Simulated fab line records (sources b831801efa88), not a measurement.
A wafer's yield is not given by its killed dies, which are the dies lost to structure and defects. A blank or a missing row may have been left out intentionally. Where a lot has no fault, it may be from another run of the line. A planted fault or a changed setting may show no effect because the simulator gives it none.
Which tool did it? -- flow sky130 -- 11 lots with 33 wafers sampled at 6 steps, on a route of 708 steps

== WHAT THE GAUGES SHOWED, per wafer ==
The record holds no reading of a measuring or inspecting step that can be judged against a usual standard deviation.

== TOOL THAT RAN EACH LOT (tool first, then ch and the chambers of the sampled wafers, then the start) ==
lot,SKY_VIA3_CMP_24,SKY_METAL4_SPUTTER_03,SKY_CAP2M_CVD_00,SKY_CAP2M_COAT_07,SKY_CAP2M_STRIP_14,SKY_PAD_OPEN_PROBE_99
L761,"cmp-02 ch 0,1,2, day 40 07:09","pvd sputter-03, day 40 07:32","pecvd-01 ch 1,2, day 40 07:36","litho track-04 ch 0, day 40 19:35","plasma asher-02 ch 0,1, day 41 07:31",-
L762,"cmp-01 ch 1,2,3, day 40 15:37","pvd sputter-03, day 40 15:54","pecvd-01 ch 0,1,2, day 40 15:58","litho track-02 ch 0, day 41 03:58","plasma asher-01 ch 0, day 41 15:31",-
L767,"cmp-02 ch 1,2,3, day 42 06:43","pvd sputter-02, day 42 07:04","pecvd-04 ch 0,2, day 42 07:08","litho track-02 ch 0, day 42 18:34","plasma asher-01 ch 0,1, day 43 06:22","prober-02, day 47 22:31"
L768,"cmp-01 ch 0,1,2, day 42 12:06","pvd sputter-03, day 42 12:23","pecvd-04 ch 1,2, day 42 12:27","litho track-02 ch 0, day 42 23:54","plasma asher-01 ch 0,1, day 43 11:28",-
L772,"cmp-02 ch 0,1,2, day 43 14:17","pvd sputter-01, day 43 14:37","pecvd-04 ch 0,1, day 43 14:41","litho track-04 ch 0, day 44 01:36","plasma asher-02 ch 0,1, day 44 12:51",-
L773,"cmp-01 ch 0,2, day 43 21:34","pvd sputter-03, day 43 21:53","pecvd-03 ch 0,1,2, day 43 21:58","litho track-04 ch 0, day 44 08:33","plasma asher-02 ch 0,1, day 44 20:01","prober-01, day 49 06:19"
L777,"cmp-02 ch 0,1,2, day 44 19:10","pvd sputter-02, day 44 19:32","pecvd-01 ch 0,1,2, day 44 19:37","litho track-02 ch 0, day 45 06:04","plasma asher-02 ch 0,1, day 45 17:07","prober-02, day 49 22:34"
L778,"cmp-02 ch 0,1,2, day 45 04:38","pvd sputter-03, day 45 05:02","pecvd-04 ch 1,2, day 45 05:06","litho track-02 ch 0, day 45 15:31","plasma asher-01 ch 0, day 46 02:28",-
L779,"cmp-02 ch 0,1,3, day 45 07:08","pvd sputter-01, day 45 07:25","pecvd-03 ch 0,1,2, day 45 07:29","litho track-02 ch 0, day 45 18:22","plasma asher-01 ch 0,1, day 46 04:55",-
L781,"cmp-02 ch 0,2,3, day 45 22:44","pvd sputter-02, day 45 23:07","pecvd-04 ch 0,1,2, day 45 23:11","litho track-03 ch 0, day 46 09:20","plasma asher-04 ch 0,1, day 46 20:16",-
L782,"cmp-02 ch 0,2, day 46 01:58","pvd sputter-03, day 46 02:21","pecvd-04 ch 0,1,2, day 46 02:25","litho track-04 ch 0, day 46 12:05","plasma asher-04 ch 0, day 46 22:53",-
- SKY_VIA3_CMP_24: polishes, stops on SiO2, t overpolish 20 s, target thk 0 nm.
- SKY_METAL4_SPUTTER_03: material Ti, target thk 5 nm, time 3.3 s.
- SKY_CAP2M_CVD_00: deposits SiO2, target thk 15.5 nm.
- SKY_CAP2M_COAT_07: resist thk 1140 nm.
- SKY_CAP2M_STRIP_14: strips in O2/N2.
- SKY_PAD_OPEN_PROBE_99

== WHAT THE TOOLS THEMSELVES READ (means of the sampled wafers that have a number; where no wafer has one, the mark that the record gives instead) ==
SKY_VIA3_CMP_24. Usual: motor current A 11.0 A, standard deviation 0.93; overpolish run s 19.998 s, standard deviation 0.01; time to endpoint s 95 s, standard deviation 3.2.
lot,tool,motor current A (A),overpolish run s (s),time to endpoint s (s),flag
L761,cmp-02,10.0,20.000,92,
L762,cmp-01,12.4,19.998,91,
L767,cmp-02,10.2,19.997,96,
L768,cmp-01,12.1,19.994,99,
L772,cmp-02,10.0,19.987,96,
L773,cmp-01,11.7,19.996,97,
L777,cmp-02,10.2,20.008,96,
L778,cmp-02,10.5,19.995,95,
L779,cmp-02,10.3,19.999,95,
L781,cmp-02,10.2,19.997,100,
L782,cmp-02,10.0,19.993,99,

SKY_METAL4_SPUTTER_03. Usual: 29.8 % for throttle valve pct, sd 0.57.
lot,tool,throttle valve pct (%),flag
L761,pvd sputter-03,29.6,
L762,pvd sputter-03,29.8,
L767,pvd sputter-02,29.7,
L768,pvd sputter-03,29.5,
L772,pvd sputter-01,30.8,
L773,pvd sputter-03,29.6,
L777,pvd sputter-02,29.7,
L778,pvd sputter-03,29.4,
L779,pvd sputter-01,30.5,
L781,pvd sputter-02,30.0,
L782,pvd sputter-03,29.4,

SKY_CAP2M_CVD_00. Usual: heater power outer w 434 W, standard deviation 64; heater power w 717 W, standard deviation 89; rf fwd power W 442.6 W, standard deviation 1.5.
lot,tool,heater power outer w (W),heater power w (W),rf fwd power W (W),flag
L761,pecvd-01,423,718,443.4,
L762,pecvd-01,429,727,441.5,
L767,pecvd-04,506,806,442.1,
L768,pecvd-04,492,768,442.3,
L772,pecvd-04,468,767,442.5,
L773,pecvd-03,417,678,442.9,
L777,pecvd-01,432,714,441.7,
L778,pecvd-04,425,698,443.3,
L779,pecvd-03,399,675,443.0,
L781,pecvd-04,462,741,442.3,
L782,pecvd-04,454,737,442.9,

SKY_CAP2M_COAT_07. Usual: 3000.1 rpm for spin speed rpm, sd 2.
lot,tool,spin speed rpm (rpm),flag
L761,litho track-04,2999.2,
L762,litho track-02,2997.5,
L767,litho track-02,2627.4,OFF
L768,litho track-02,2627.7,OFF
L772,litho track-04,2999.8,
L773,litho track-04,3000.2,
L777,litho track-02,3002.5,
L778,litho track-02,3001.5,
L779,litho track-02,2999.9,
L781,litho track-03,3002.4,
L782,litho track-04,2998.2,

SKY_CAP2M_STRIP_14. Usual: drypump motor current A 6.0 A, standard deviation 0.35; oes product au 0.710 a.u., standard deviation 0.0048; strip time to endpoint s 12.68 s, standard deviation 0.044.
lot,tool,drypump motor current A (A),oes product au (a.u.),strip time to endpoint s (s),flag
L761,plasma asher-02,5.8,0.705,12.62,
L762,plasma asher-01,6.6,0.711,12.62,
L767,plasma asher-01,6.3,0.709,13.52,OFF
L768,plasma asher-01,6.4,0.710,13.42,OFF
L772,plasma asher-02,5.8,0.705,12.66,
L773,plasma asher-02,6.0,0.708,12.73,
L777,plasma asher-02,5.9,0.710,12.68,
L778,plasma asher-01,6.6,0.707,12.69,
L779,plasma asher-01,6.3,0.712,12.69,
L781,plasma asher-04,5.7,0.707,12.61,
L782,plasma asher-04,5.4,0.711,12.66,

SKY_PAD_OPEN_PROBE_99. Usual: defect limited yield 82.4 %, standard deviation 1.8; killed_at_M0_to_M3 43, standard deviation 6.5; killed_at_M4_up 3.2, standard deviation 1.8; killed at contacts 24, standard deviation 5.2; killed at front end 15, standard deviation 4; killed at other 0.4, standard deviation 0.69; killed dies 86, standard deviation 8.7; killed open 47, standard deviation 7; killed short 39, standard deviation 5.7; sort_bin_3_pad_short 0.9 %, standard deviation 0.43; sort_bin_5_function 10.5 %, standard deviation 1.4; sort_bin_6_memory 6.2 %, standard deviation 1.2; sort n pass 406, standard deviation 8.7; sort yield pct 82.4 %, standard deviation 1.8.
lot,tool,defect limited yield (%),killed_at_M0_to_M3,killed_at_M4_up,killed at contacts,killed at front end,killed at other,killed dies,killed open,killed short,sort_bin_3_pad_short (%),sort_bin_5_function (%),sort_bin_6_memory (%),sort n pass,sort yield pct (%),flag
L767,prober-02,80.4,47,3.3,27,18,1.7,96,53,42,1.0,10.2,8.4,396,80.4,
L773,prober-01,81.7,42,2.0,30,15,0.7,90,52,36,1.0,9.7,7.6,402,81.7,
L777,prober-02,82.6,42,2.7,24,16,0.0,85,51,34,0.7,10.9,5.8,407,82.6,

== THE ANSWER, worked out from the rows above alone ==
Rule: a lot is off if the mean of its wafers that have a number lies more than 3 standard deviations from the usual mean. Also off: a lot with no number at a reading for which 4 or more lots have one. The other lots that the step has rows for count as sound. After the gauges, taken in route order, come the tools' own readings; for these a lot's mean is taken, as printed above. At the first step where some lot is off, the reading lying furthest off is the one used; lots without a number count as furthest.
Off: L767, L768 (SKY_CAP2M_COAT_07, spin speed rpm).
A tool fits if, at that step or a process step before it, it ran every lot that is off, and no sound lot after the first of them. Not one of the candidates tried fits.

== WHAT THE SIMULATOR HAD PUT IN ==
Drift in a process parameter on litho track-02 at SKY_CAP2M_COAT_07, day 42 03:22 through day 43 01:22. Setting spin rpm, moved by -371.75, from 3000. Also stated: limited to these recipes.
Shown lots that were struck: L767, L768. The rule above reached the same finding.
